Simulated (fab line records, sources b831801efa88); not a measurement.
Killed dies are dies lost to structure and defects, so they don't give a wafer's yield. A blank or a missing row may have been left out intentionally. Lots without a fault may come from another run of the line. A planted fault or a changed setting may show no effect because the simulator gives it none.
fab line records | flow sky130
[record] lots = 14 | wafers = 42 | last-day = 50
route steps=708 shown VIA2@509 METAL3@536 VIA3@587 METAL4@598
lots that met no fault: from a run of the same line without faults
start-h: hours from the record's first day to the start of the lot's first wafer shown | wait-h: hours from the lot's prior step to this one | " the same as in the row above | L1.1+2: several wafers, shown together as one row | - either no value or no given start | * or withheld: withheld | < > ~ a bound
route shown NAME@n: NAME is a module with steps in the file, n the number in the route of the first one | usual: average and standard deviation across the fault-free wafers | same: alike in all rows | chamber/n: place in a boat | sites: per-site readings | _std_site: the standard deviation of these | _edge_site: the outer-site mean with the inner-site mean subtracted | radius-mm: how far each site lies from the wafer's centre | mask NAME#n: copy n | behind: the tool/chamber that last shaped the wafer | hold: cause of the lot's hold/its duration in hours/its outcome | device: which transistor (n, p or np) failed to switch | end of line: the tests these same wafers got at the end of their route | a step without rows: its recipe alone | killed: at the first sort, the dies lost to defects and structure; wafer yield is something else | map: the dies of a wafer, with x for killed, . for not killed, _ for no die there
set.NAME: the setting the step ran with; set.NAME@STEP: the setting that earlier step ran with | model.NAME: the simulator's own value behind a step, which no gauge read
a sample of lots followed through the steps of the route, with each step as a table and each wafer as a row
services: the hour from which a tool's chamber was out of use, counted from the record's first day as start-h (under 0 if before that day), plus the number of hours and why
[[steps]]
[step SKY_VIA2_CMP_02]
[recipe] material = SiO2 | down-force-psi = 4 | platen-rpm = 60 | pad-velocity-m-s = 0.94248
[usual] motor-current-A = 12.2/0.78
lot.wafer | tool   | chamber | start-h | wait-h | motor-current-A
L379.3    | cmp-02 | 2       | 820.41  | 0.0    | 11.8
L379.6    | "      | 2       | "       | "      | 10.9
L379.5    | "      | 3       | "       | "      | 11.9
L381.4    | cmp-01 | 3       | 836.75  | 0.0    | 11.8
L381.1    | "      | 0       | "       | "      | 12.6
L381.5    | "      | 0       | "       | "      | 11.9
L382.4    | cmp-02 | 1       | 842.67  | 0.1    | 14.1
L382.1    | "      | 2       | "       | "      | 11.0
L382.5    | "      | 3       | "       | "      | 11.0
L383.2    | cmp-02 | 0       | 856.96  | 0.0    | 12.9
L383.6    | "      | 0       | "       | "      | 12.7
L383.5    | "      | 1       | "       | "      | 13.9
L386.4    | cmp-02 | 3       | 873.43  | 0.0    | 11.7
L386.3    | "      | 1       | "       | "      | 14.0
L386.6    | "      | 3       | "       | "      | 11.6
L392.1    | cmp-02 | 0       | 919.45  | 0.1    | 12.1
L392.4    | "      | 1       | "       | "      | 13.9
L392.3    | "      | 3       | "       | "      | 11.5
L393.4    | cmp-01 | 1       | 928.49  | 0.0    | 13.1
L393.1    | "      | 3       | "       | "      | 12.1
L393.5    | "      | 1       | "       | "      | 12.2
L394.4    | cmp-01 | 1       | 935.31  | 0.1    | 12.6
L394.1    | "      | 3       | "       | "      | 11.2
L394.5    | "      | 1       | "       | "      | 12.0
L395.3    | cmp-01 | 2       | 942.64  | 0.1    | 12.0
L395.2    | "      | 3       | "       | "      | 11.8
L395.4    | "      | 0       | "       | "      | 12.4
L396.4    | cmp-02 | 3       | 955.85  | 0.0    | 11.6
L396.6    | "      | 3       | "       | "      | 10.8
L396.5    | "      | 0       | "       | "      | 12.2
L398.4    | cmp-02 | 1       | 994.78  | 0.1    | 14.1
L398.3    | "      | 3       | "       | "      | 11.7
L398.6    | "      | 1       | "       | "      | 13.8
L399.1    | cmp-02 | 3       | 996.91  | 0.1    | 11.6
L399.3    | "      | 1       | "       | "      | 14.0
L399.6    | "      | 0       | "       | "      | 12.6
L397.2    | cmp-01 | 2       | 998.26  | 0.1    | 11.7
L397.5    | "      | 1       | "       | "      | 12.6
L397.6    | "      | 2       | "       | "      | 12.0
L400.4    | cmp-01 | 0       | 1002.47 | 0.0    | 12.8
L400.3    | "      | 1       | "       | "      | 12.2
L400.2    | "      | 3       | "       | "      | 11.9
[step SKY_METAL3_SPUTTER_04]
[recipe] material = TiN | target-thk-nm = 70 | power-w = 6500 | time-s = 58.3 | chamber-pressure-pa = 0.4
[usual] throttle-valve-pct = 30.3/0.8
lot.wafer | tool           | chamber | start-h | wait-h | throttle-valve-pct
L379.3    | pvd-sputter-03 | -       | 848.99  | 0.0    | 29.8
L379.5    | "              | -       | "       | "      | 29.9
L379.6    | "              | -       | "       | "      | 30.0
L381.1    | pvd-sputter-02 | -       | 865.46  | 0.0    | 31.0
L381.4    | "              | -       | "       | "      | 29.6
L381.5    | "              | -       | "       | "      | 30.7
L382.1    | pvd-sputter-02 | -       | 871.33  | 0.0    | 30.4
L382.4    | "              | -       | "       | "      | 29.4
L382.5    | "              | -       | "       | "      | 31.4
L383.2    | pvd-sputter-02 | -       | 884.47  | 0.0    | 31.3
L383.5    | "              | -       | "       | "      | 31.2
L383.6    | "              | -       | "       | "      | 29.5
L386.3    | pvd-sputter-03 | -       | 900.99  | 0.0    | 30.2
L386.4    | "              | -       | "       | "      | 30.7
L386.6    | "              | -       | "       | "      | 30.3
L392.1    | pvd-sputter-02 | -       | 946.20  | 0.0    | 31.1
L392.3    | "              | -       | "       | "      | 28.9
L392.4    | "              | -       | "       | "      | 30.5
L393.1    | pvd-sputter-02 | -       | 955.43  | 0.0    | 28.8
L393.4    | "              | -       | "       | "      | 31.5
L393.5    | "              | -       | "       | "      | 29.2
L394.1    | pvd-sputter-01 | -       | 962.36  | 0.0    | 30.4
L394.4    | "              | -       | "       | "      | 29.3
L394.5    | "              | -       | "       | "      | 31.3
L395.2    | pvd-sputter-02 | -       | 968.83  | 0.0    | 31.3
L395.3    | "              | -       | "       | "      | 30.8
L395.4    | "              | -       | "       | "      | 29.7
L396.4    | pvd-sputter-03 | -       | 982.17  | 0.0    | 29.7
L396.5    | "              | -       | "       | "      | 29.8
L396.6    | "              | -       | "       | "      | 30.0
L398.3    | pvd-sputter-01 | -       | 1019.60 | 0.0    | 30.3
L398.4    | "              | -       | "       | "      | 29.4
L398.6    | "              | -       | "       | "      | 31.0
L399.1    | pvd-sputter-03 | -       | 1021.56 | 0.0    | 29.6
L399.3    | "              | -       | "       | "      | 29.8
L399.6    | "              | -       | "       | "      | 30.3
L397.2    | pvd-sputter-01 | -       | 1023.49 | 0.0    | 30.6
L397.5    | "              | -       | "       | "      | 29.3
L397.6    | "              | -       | "       | "      | 30.4
L400.2    | pvd-sputter-02 | -       | 1027.37 | 0.0    | 29.3
L400.3    | "              | -       | "       | "      | 30.9
L400.4    | "              | -       | "       | "      | 29.1
[step SKY_VIA3_ETCH_14]
[recipe] chemistry = N2/H2 | target = BARC | ion-energy-ev = 200 | source-w = 500 | bias-w = 100 | pressure-mtorr = 30 | n2-flow-sccm = 100 | h2-flow-sccm = 200 | stop-on = SiO2 | time-s = 45.9 | target-depth-a = 600
[usual] drypump-motor-current-A = 5.8/0.3 | oes-product-au = 0.855/0.0049 | rf-fwd-power-W = 495.6/2 | run-length-s = 74.3/0.52 | throttle-valve-pct = 13.225/0.0094
lot.wafer | tool        | chamber | start-h | wait-h | drypump-motor-current-A | oes-product-au | rf-fwd-power-W | rf-hours-counter-h | run-length-s | throttle-valve-pct
L379.3    | rie-diel-03 | 2       | 927.76  | 0.0    | 5.8                     | 0.856          | 495.9          | 19                 | 73.5         | 13.220
L379.5    | "           | 2       | "       | "      | 5.8                     | 0.864          | 493.6          | -                  | 73.6         | 13.230
L379.6    | "           | 1       | "       | "      | 6.4                     | 0.857          | 492.5          | -                  | 74.1         | 13.242
L381.1    | rie-diel-04 | 0       | 943.76  | 0.0    | 5.7                     | 0.842          | 496.7          | 11                 | 75.1         | 13.225
L381.4    | "           | 2       | "       | "      | 6.0                     | 0.847          | 497.2          | 21                 | 74.4         | 13.229
L381.5    | "           | 3       | "       | "      | 5.6                     | 0.856          | 495.9          | -                  | 73.5         | 13.222
L382.1    | rie-diel-04 | 3       | 948.29  | 0.0    | 5.5                     | 0.864          | 496.0          | 21                 | 73.3         | 13.221
L382.4    | "           | 0       | "       | "      | 5.8                     | 0.852          | 496.0          | 11                 | 74.7         | 13.236
L382.5    | "           | 2       | "       | "      | 6.0                     | 0.865          | 491.7          | -                  | 74.1         | 13.229
L383.2    | rie-diel-03 | 1       | 962.16  | 0.0    | 6.3                     | 0.851          | 495.8          | 16                 | 73.9         | 13.206
L383.5    | "           | 1       | "       | "      | 6.4                     | 0.854          | 494.4          | -                  | 74.0         | 13.235
L383.6    | "           | 2       | "       | "      | 5.8                     | 0.850          | 495.1          | -                  | 73.7         | 13.223
L386.3    | rie-diel-03 | 3       | 977.61  | 0.0    | 5.7                     | 0.852          | 498.6          | 12                 | 75.3         | 13.249
L386.4    | "           | 2       | "       | "      | 5.8                     | 0.858          | 497.0          | 21                 | 73.7         | 13.229
L386.6    | "           | 0       | "       | "      | 5.7                     | 0.855          | 495.6          | -                  | 74.3         | 13.225
L392.1    | rie-diel-04 | 1       | 1020.43 | 0.0    | 5.7                     | 0.863          | 495.4          | 27                 | 74.2         | 13.222
L392.3    | "           | 0       | "       | "      | 5.7                     | 0.858          | 496.5          | 13                 | 75.1         | 13.213
L392.4    | "           | 3       | "       | "      | 5.5                     | 0.862          | 496.2          | 23                 | 73.4         | 13.203
L393.1    | rie-diel-02 | 1       | 1027.74 | 0.0    | 6.3                     | 0.855          | 493.0          | 26                 | 74.3         | 13.218
L393.4    | "           | 0       | "       | "      | 5.5                     | 0.864          | 496.3          | 4                  | 73.9         | 13.233
L393.5    | "           | 0       | "       | "      | 5.6                     | 0.862          | 497.8          | -                  | 73.9         | 13.245
L394.1    | rie-diel-04 | 2       | 1033.88 | 0.0    | 6.0                     | 0.847          | 493.0          | 24                 | 74.1         | 13.224
L394.4    | "           | 1       | "       | "      | 5.7                     | 0.854          | 496.5          | 27                 | 75.2         | 13.214
L394.5    | "           | 1       | "       | "      | 5.7                     | 0.995          | -              | -                  | 60.2         | 13.240
L395.2    | rie-diel-03 | 1       | 1039.28 | 0.0    | 6.3                     | 0.851          | 494.5          | 19                 | 74.4         | 13.223
L395.3    | "           | 2       | "       | "      | 5.7                     | 0.851          | 492.3          | 23                 | 73.6         | 13.219
L395.4    | "           | 3       | "       | "      | 5.8                     | 0.857          | 498.3          | 15                 | 75.4         | 13.224
L396.4    | rie-diel-04 | 2       | 1051.63 | 0.0    | 6.0                     | 0.856          | 495.1          | 24                 | 73.9         | 13.221
L396.5    | "           | 2       | "       | "      | 6.0                     | 1.004          | -              | -                  | 60.8         | 13.251
L396.6    | "           | 1       | "       | "      | 5.7                     | 1.005          | -              | -                  | 60.5         | 13.234
L398.3    | rie-diel-03 | 0       | 1086.41 | 0.0    | 5.7                     | 0.854          | 497.0          | 17                 | 74.7         | 13.212
L398.4    | "           | 2       | "       | "      | 5.8                     | 0.852          | 492.2          | 25                 | 73.4         | 13.220
L398.6    | "           | 1       | "       | "      | 6.4                     | 0.868          | 494.7          | -                  | 73.9         | 13.205
L399.1    | rie-diel-03 | 3       | 1087.80 | 0.0    | 5.7                     | 0.858          | 501.3          | 17                 | 75.2         | 13.232
L399.3    | "           | 0       | "       | "      | 5.7                     | 0.850          | 495.9          | 17                 | 74.3         | 13.214
L399.6    | "           | 3       | "       | "      | 5.7                     | 0.847          | 497.8          | -                  | 75.3         | 13.225
L397.2    | rie-diel-03 | 2       | 1090.24 | 0.0    | 5.8                     | 0.858          | 493.8          | 25                 | 74.2         | 13.210
L397.5    | "           | 0       | "       | "      | 5.7                     | 0.850          | 494.3          | -                  | 74.4         | 13.226
L397.6    | "           | 1       | "       | "      | 6.3                     | 0.850          | 495.4          | -                  | 74.1         | 13.231
L400.2    | rie-diel-02 | 3       | 1094.06 | 0.0    | 5.0                     | 0.855          | 494.2          | 25                 | 74.4         | 13.220
L400.3    | "           | 2       | "       | "      | 5.7                     | 0.854          | 497.8          | 22                 | 74.1         | 13.223
L400.4    | "           | 1       | "       | "      | 6.3                     | 0.853          | 491.6          | 28                 | 74.0         | 13.234
[step SKY_VIA3_ETCH_15]
[recipe] target = SiO2 | chemistry = C4F8/O2/Ar | target-depth-nm = 507 | stop-on = TiN | mask-material = KrF-thick | source-w = 1500 | bias-w = 1200 | pressure-mtorr = 40 | c4f8-flow-sccm = withheld | O2_flow_sccm = 6 | Ar_flow_sccm = 300 | time-s = 78
[usual] oes-product-au = 0.946/0.0049 | rf-fwd-power-W = 1490/4.8 | run-length-s = 106.3/0.5
lot.wafer | tool        | chamber | start-h | wait-h | oes-product-au | rf-fwd-power-W | rf-hours-counter-h | run-length-s
L379.3    | rie-diel-03 | 2       | 927.80  | 0.0    | 0.941          | 1487           | 19                 | 105.8
L379.5    | "           | 2       | "       | "      | 0.945          | 1487           | -                  | 105.8
L379.6    | "           | 1       | "       | "      | 0.948          | 1492           | -                  | 106.7
L381.1    | rie-diel-04 | 0       | 943.80  | 0.0    | 0.951          | 1494           | 11                 | 107.1
L381.4    | "           | 2       | "       | "      | 0.944          | 1490           | 21                 | 106.0
L381.5    | "           | 3       | "       | "      | 0.941          | 1495           | -                  | 105.7
L382.1    | rie-diel-04 | 3       | 948.33  | 0.0    | 0.944          | 1492           | 21                 | 105.8
L382.4    | "           | 0       | "       | "      | 0.947          | 1489           | 11                 | 106.9
L382.5    | "           | 2       | "       | "      | 0.947          | 1496           | -                  | 106.2
L383.2    | rie-diel-03 | 1       | 962.20  | 0.0    | 0.954          | 1487           | 16                 | 106.3
L383.5    | "           | 1       | "       | "      | 0.951          | 1493           | -                  | 106.2
L383.6    | "           | 2       | "       | "      | 0.948          | 1485           | -                  | 105.8
L386.3    | rie-diel-03 | 3       | 977.65  | 0.0    | 0.945          | 1494           | 12                 | 106.9
L386.4    | "           | 2       | "       | "      | 0.935          | 1489           | 21                 | 105.6
L386.6    | "           | 0       | "       | "      | 0.941          | 1494           | -                  | 106.5
L392.1    | rie-diel-04 | 1       | 1020.47 | 0.0    | 0.941          | 1494           | 27                 | 106.7
L392.3    | "           | 0       | "       | "      | 0.947          | 1487           | 13                 | 106.7
L392.4    | "           | 3       | "       | "      | 0.937          | 1493           | 23                 | 105.4
L393.1    | rie-diel-02 | 1       | 1027.79 | 0.0    | 0.949          | 1495           | 26                 | 106.2
L393.4    | "           | 0       | "       | "      | 0.952          | 1495           | 4                  | 106.3
L393.5    | "           | 0       | "       | "      | 0.941          | 1495           | -                  | 106.3
L394.1    | rie-diel-04 | 2       | 1033.92 | 0.0    | 0.947          | 1480           | 24                 | 106.8
L394.4    | "           | 1       | "       | "      | 0.939          | 1498           | 27                 | 106.6
L394.5    | "           | 1       | "       | "      | 0.380          | 1492           | -                  | 106.9
L395.2    | rie-diel-03 | 1       | 1039.32 | 0.0    | 0.951          | 1491           | 19                 | 106.4
L395.3    | "           | 2       | "       | "      | 0.940          | 1482           | 23                 | 105.9
L395.4    | "           | 3       | "       | "      | 0.944          | 1496           | 15                 | 106.9
L396.4    | rie-diel-04 | 2       | 1051.67 | 0.0    | 0.944          | 1486           | 24                 | 106.1
L396.5    | "           | 2       | "       | "      | 0.379          | 1487           | -                  | 106.0
L396.6    | "           | 1       | "       | "      | 0.367          | 1495           | -                  | 106.8
L398.3    | rie-diel-03 | 0       | 1086.45 | 0.0    | 0.949          | 1492           | 17                 | 106.5
L398.4    | "           | 2       | "       | "      | 0.953          | 1482           | 25                 | 106.1
L398.6    | "           | 1       | "       | "      | 0.951          | 1493           | -                  | 106.3
L399.1    | rie-diel-03 | 3       | 1087.84 | 0.0    | 0.946          | 1488           | 17                 | 107.1
L399.3    | "           | 0       | "       | "      | 0.953          | 1494           | 17                 | 106.5
L399.6    | "           | 3       | "       | "      | 0.944          | 1501           | -                  | 107.0
L397.2    | rie-diel-03 | 2       | 1090.29 | 0.0    | 0.946          | 1483           | 25                 | 106.2
L397.5    | "           | 0       | "       | "      | 0.955          | 1494           | -                  | 106.8
L397.6    | "           | 1       | "       | "      | 0.948          | 1489           | -                  | 106.0
L400.2    | rie-diel-02 | 3       | 1094.10 | 0.0    | 0.947          | 1490           | 25                 | 106.5
L400.3    | "           | 2       | "       | "      | 0.952          | 1495           | 22                 | 106.3
L400.4    | "           | 1       | "       | "      | 0.952          | 1481           | 28                 | 106.2
[step SKY_VIA3_STRIP_16]
[recipe] chemistry = O2/N2 | power-w = 1400 | pressure-mtorr = 1500 | platen-temp-c = withheld | o2-flow-sccm = 3000 | n2-flow-sccm = 300 | overash-fraction = 0.5
[usual] drypump-motor-current-A = 6.0/0.55 | oes-product-au = 0.402/0.0049 | strip-time-to-endpoint-s = 4.129/0.03
lot.wafer | tool            | chamber | start-h | wait-h | drypump-motor-current-A | oes-product-au | rf-hours-counter-h | strip-time-to-endpoint-s
L379.3    | plasma-asher-04 | 0       | 927.90  | 0.1    | 6.5                     | 0.405          | -                  | 4.139
L379.5    | "               | 0       | "       | "      | 6.5                     | 0.405          | -                  | 4.149
L379.6    | "               | 1       | "       | "      | 5.4                     | 0.403          | -                  | 4.138
L381.1    | plasma-asher-01 | 0       | 943.86  | 0.0    | 5.8                     | 0.403          | 21                 | 4.099
L381.4    | "               | 1       | "       | "      | 6.5                     | 0.403          | -                  | 4.121
L381.5    | "               | 0       | "       | "      | 5.8                     | 0.401          | -                  | 4.160
L382.1    | plasma-asher-04 | 0       | 948.39  | 0.0    | 6.5                     | 0.401          | 80                 | 4.159
L382.4    | "               | 1       | "       | "      | 5.3                     | 0.402          | -                  | 4.091
L382.5    | "               | 0       | "       | "      | 6.5                     | 0.402          | -                  | 4.105
L383.2    | plasma-asher-01 | 0       | 962.26  | 0.0    | 5.8                     | 0.403          | 24                 | 4.108
L383.5    | "               | 0       | "       | "      | 5.8                     | 0.408          | -                  | 4.116
L383.6    | "               | 1       | "       | "      | 6.5                     | 0.398          | -                  | 4.094
L386.3    | plasma-asher-01 | 0       | 977.75  | 0.1    | 5.8                     | 0.396          | -                  | 4.153
L386.4    | "               | 1       | "       | "      | 6.5                     | 0.395          | -                  | 4.096
L386.6    | "               | 1       | "       | "      | 6.5                     | 0.397          | -                  | 4.127
L392.1    | plasma-asher-04 | 0       | 1020.53 | 0.0    | 6.5                     | 0.406          | 88                 | 4.148
L392.3    | "               | 1       | "       | "      | 5.4                     | 0.403          | -                  | 4.114
L392.4    | "               | 0       | "       | "      | 6.4                     | 0.411          | -                  | 4.191
L393.1    | plasma-asher-04 | 1       | 1027.85 | 0.0    | 5.3                     | 0.405          | 89                 | 4.174
L393.4    | "               | 1       | "       | "      | 5.3                     | 0.397          | -                  | 4.139
L393.5    | "               | 0       | "       | "      | 6.5                     | 0.402          | -                  | 4.119
L394.1    | plasma-asher-02 | 1       | 1033.98 | 0.0    | 6.5                     | 0.398          | 56                 | 4.109
L394.4    | "               | 1       | "       | "      | 6.5                     | 0.398          | -                  | 4.125
L394.5    | "               | 1       | "       | "      | 6.6                     | 0.410          | -                  | 4.278
L395.2    | plasma-asher-01 | 1       | 1039.38 | 0.0    | 6.5                     | 0.406          | 32                 | 4.086
L395.3    | "               | 1       | "       | "      | 6.5                     | 0.409          | -                  | 4.089
L395.4    | "               | 0       | "       | "      | 5.8                     | 0.394          | -                  | 4.138
L396.4    | plasma-asher-02 | 1       | 1051.77 | 0.1    | 6.5                     | 0.410          | -                  | 4.148
L396.5    | "               | 0       | "       | "      | 5.2                     | 0.401          | -                  | 4.273
L396.6    | "               | 1       | "       | "      | 6.6                     | 0.405          | -                  | 4.287
L398.3    | plasma-asher-04 | 0       | 1086.55 | 0.1    | 6.5                     | 0.399          | -                  | 4.127
L398.4    | "               | 1       | "       | "      | 5.4                     | 0.393          | -                  | 4.116
L398.6    | "               | 0       | "       | "      | 6.5                     | 0.393          | -                  | 4.120
L399.1    | plasma-asher-01 | 0       | 1087.90 | 0.0    | 5.8                     | 0.402          | 37                 | 4.125
L399.3    | "               | 0       | "       | "      | 5.8                     | 0.406          | -                  | 4.090
L399.6    | "               | 0       | "       | "      | 5.8                     | 0.401          | -                  | 4.106
L397.2    | plasma-asher-04 | 1       | 1090.35 | 0.0    | 5.4                     | 0.404          | 95                 | 4.136
L397.5    | "               | 0       | "       | "      | 6.5                     | 0.402          | -                  | 4.138
L397.6    | "               | 1       | "       | "      | 5.3                     | 0.404          | -                  | 4.123
L400.2    | plasma-asher-01 | 1       | 1094.16 | 0.0    | 6.5                     | 0.405          | 38                 | 4.165
L400.3    | "               | 1       | "       | "      | 6.5                     | 0.406          | -                  | 4.120
L400.4    | "               | 0       | "       | "      | 5.8                     | 0.407          | -                  | 4.147
[step SKY_VIA3_CVD_21]
[recipe] material = W | target-thk-nm = 390 | time-s = 117.31 | temp-c = 400 | pressure-torr = 40
[usual] heater-power-w = 848/100
lot.wafer | tool     | chamber | start-h | wait-h | heater-power-w | since-wet-clean-h
L379.3    | cvd-w-01 | 0       | 928.60  | 0.1    | 721            | -
L379.5    | "        | 1       | "       | "      | 837            | -
L379.6    | "        | 0       | "       | "      | 730            | -
L381.1    | cvd-w-01 | 0       | 944.52  | 0.0    | 715            | 27
L381.4    | "        | 0       | "       | "      | 738            | -
L381.5    | "        | 0       | "       | "      | 718            | -
L382.1    | cvd-w-02 | 1       | 949.05  | 0.0    | 859            | 545
L382.4    | "        | 0       | "       | "      | 982            | -
L382.5    | "        | 1       | "       | "      | 817            | -
L383.2    | cvd-w-02 | 1       | 962.92  | 0.0    | 831            | 559
L383.5    | "        | 0       | "       | "      | 993            | -
L383.6    | "        | 1       | "       | "      | 826            | -
L386.3    | cvd-w-02 | 0       | 978.41  | 0.1    | 1013           | -
L386.4    | "        | 1       | "       | "      | 850            | -
L386.6    | "        | 1       | "       | "      | 836            | -
L392.1    | cvd-w-01 | 0       | 1021.19 | 0.0    | 720            | 103
L392.3    | "        | 1       | "       | "      | 831            | -
L392.4    | "        | 0       | "       | "      | 717            | -
L393.1    | cvd-w-01 | 1       | 1028.50 | 0.0    | 857            | 111
L393.4    | "        | 1       | "       | "      | 845            | -
L393.5    | "        | 1       | "       | "      | 847            | -
L394.1    | cvd-w-02 | 0       | 1034.63 | 0.0    | 996            | 631
L394.4    | "        | 1       | "       | "      | 859            | -
L394.5    | "        | 1       | "       | "      | 833            | -
L395.2    | cvd-w-02 | 0       | 1040.03 | 0.0    | 998            | 636
L395.3    | "        | 1       | "       | "      | 810            | -
L395.4    | "        | 0       | "       | "      | 1004           | -
L396.4    | cvd-w-02 | 1       | 1052.43 | 0.0    | 822            | -
L396.5    | "        | 1       | "       | "      | 849            | -
L396.6    | "        | 0       | "       | "      | 1033           | -
L398.3    | cvd-w-01 | 0       | 1087.21 | 0.1    | 730            | -
L398.4    | "        | 1       | "       | "      | 854            | -
L398.6    | "        | 0       | "       | "      | 716            | -
L399.1    | cvd-w-01 | 1       | 1088.56 | 0.0    | 850            | 171
L399.3    | "        | 1       | "       | "      | 837            | -
L399.6    | "        | 1       | "       | "      | 850            | -
L397.2    | cvd-w-01 | 0       | 1091.00 | 0.0    | 729            | 173
L397.5    | "        | 1       | "       | "      | 854            | -
L397.6    | "        | 0       | "       | "      | 727            | -
L400.2    | cvd-w-01 | 1       | 1094.82 | 0.0    | 837            | 177
L400.3    | "        | 1       | "       | "      | 848            | -
L400.4    | "        | 0       | "       | "      | 741            | -
[step SKY_METAL4_SPUTTER_00]
[recipe] material = Ti | target-thk-nm = 15 | power-w = 3000 | time-s = 10 | chamber-pressure-pa = 0.4
[usual] throttle-valve-pct = 30.4/0.68
lot.wafer | tool           | chamber | start-h | wait-h | throttle-valve-pct
L379.3    | pvd-sputter-03 | -       | 929.16  | 0.2    | 30.1
L379.5    | "              | -       | "       | "      | 29.8
L379.6    | "              | -       | "       | "      | 29.9
L381.1    | pvd-sputter-01 | -       | 945.13  | 0.2    | 30.9
L381.4    | "              | -       | "       | "      | 30.5
L381.5    | "              | -       | "       | "      | 31.3
L382.1    | pvd-sputter-01 | -       | 949.65  | 0.1    | 31.0
L382.4    | "              | -       | "       | "      | 29.1
L382.5    | "              | -       | "       | "      | 29.1
L383.2    | pvd-sputter-01 | -       | 963.52  | 0.2    | 31.2
L383.5    | "              | -       | "       | "      | 30.4
L383.6    | "              | -       | "       | "      | 29.3
L386.3    | pvd-sputter-01 | -       | 978.97  | 0.2    | 31.2
L386.4    | "              | -       | "       | "      | 30.6
L386.6    | "              | -       | "       | "      | 31.0
L392.1    | pvd-sputter-03 | -       | 1021.80 | 0.1    | 30.3
L392.3    | "              | -       | "       | "      | 30.1
L392.4    | "              | -       | "       | "      | 29.7
L393.1    | pvd-sputter-03 | -       | 1029.10 | 0.1    | 30.5
L393.4    | "              | -       | "       | "      | 29.8
L393.5    | "              | -       | "       | "      | 29.9
L394.1    | pvd-sputter-03 | -       | 1035.24 | 0.2    | 30.0
L394.4    | "              | -       | "       | "      | 30.5
L395.2    | pvd-sputter-03 | -       | 1040.64 | 0.1    | 29.7
L395.3    | "              | -       | "       | "      | 29.8
L395.4    | "              | -       | "       | "      | 29.9
L396.4    | pvd-sputter-01 | -       | 1052.99 | 0.2    | 29.4
L398.3    | pvd-sputter-01 | -       | 1087.92 | 0.2    | 29.3
L398.4    | "              | -       | "       | "      | 31.0
L398.6    | "              | -       | "       | "      | 29.1
L399.1    | pvd-sputter-01 | -       | 1089.16 | 0.1    | 31.1
L399.3    | "              | -       | "       | "      | 31.3
L399.6    | "              | -       | "       | "      | 31.2
L397.2    | pvd-sputter-03 | -       | 1091.60 | 0.2    | 29.8
L397.5    | "              | -       | "       | "      | 29.7
L397.6    | "              | -       | "       | "      | 29.9
L400.2    | pvd-sputter-01 | -       | 1095.79 | 0.1    | 30.2
L400.3    | "              | -       | "       | "      | 29.0
L400.4    | "              | -       | "       | "      | 31.2
[[services]]
tool           | chamber | start-h | hours | kind
cmp-02         | -       | 796.71  | 0.7   | repair
pvd-sputter-03 | -       | 816.46  | 1.0   | repair
cmp-02         | -       | 817.08  | 1.4   | repair
rie-diel-03    | 0       | 828.18  | 4.8   | repair
cmp-02         | -       | 832.31  | 1.0   | repair
rie-diel-04    | 2       | 851.65  | 6.2   | repair
rie-diel-04    | -       | 864.37  | 2.8   | pm
pvd-sputter-01 | -       | 873.09  | 9.9   | repair
rie-diel-04    | 0       | 886.69  | 42.2  | repair
cvd-w-01       | -       | 904.00  | 14.0  | pm
pvd-sputter-03 | -       | 904.31  | 11.2  | repair
rie-diel-03    | -       | 911.26  | 15.6  | pm
cmp-02         | -       | 913.78  | 4.6   | repair
pvd-sputter-01 | -       | 953.83  | 4.6   | repair
rie-diel-04    | 1       | 979.75  | 9.2   | repair
cvd-w-01       | -       | 990.80  | 6.0   | pm
cvd-w-01       | -       | 997.77  | 1.2   | repair
rie-diel-04    | 1       | 1039.30 | 4.3   | repair
rie-diel-03    | 2       | 1053.31 | 11.8  | repair
rie-diel-04    | 2       | 1060.72 | 6.0   | repair
cvd-w-01       | -       | 1063.64 | 2.8   | pm
pvd-sputter-01 | -       | 1067.36 | 2.2   | repair
cmp-02         | -       | 1084.17 | 4.0   | pm
rie-diel-04    | 1       | 1085.85 | 9.9   | repair
[[key]]
[first-sign] step = SKY_VIA3_ETCH_14 | reading = oes-product-au | direction = up | sigmas = 30 | usual = 0.855 | struck = 1.001
[effect] step = SKY_VIA3_ETCH_14 | reading = run-length-s | direction = down | sigmas = 27 | usual = * | struck = *
[effect] step = SKY_VIA3_ETCH_15 | reading = oes-product-au | direction = down | sigmas = 99+ | usual = 0.946 | struck = 0.375
[effect] step = SKY_VIA3_STRIP_16 | reading = strip-time-to-endpoint-s | direction = up | sigmas = 5.1 | usual = * | struck = *
[effect] step = SKY_METAL4_SPUTTER_00 | reading = visit | direction = missing
met-at SKY_VIA3_ETCH_14
struck-lots L394,L396
struck-wafers L394.5,L396.5,L396.6
later-rows-left-out L394.5,L396.5,L396.6
sort-left-out L394.5,L396.5,L396.6
not-acting-at SKY_VIA2_CMP_02,SKY_METAL3_SPUTTER_04,SKY_VIA3_CVD_21
onset-between 1020.43 1033.88
[fault] kind = process-parameter-drift | tool = rie-diel-04 | chamber = - | onset-h = 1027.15 | steps = SKY_VIA3_ETCH_14 | channel = time-s | offset = * | shape = step | end-h = 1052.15 | scope = struck-wafers-only | acts-in = * | stated = *
// sort-left-out: the simulated sort isn't trusted on such a fault, so these wafers' sort isn't shown, and their yield isn't known
// later-rows-left-out: the simulator's readings of these wafers behind a module that went badly wrong aren't trusted and aren't shown, but for the sort
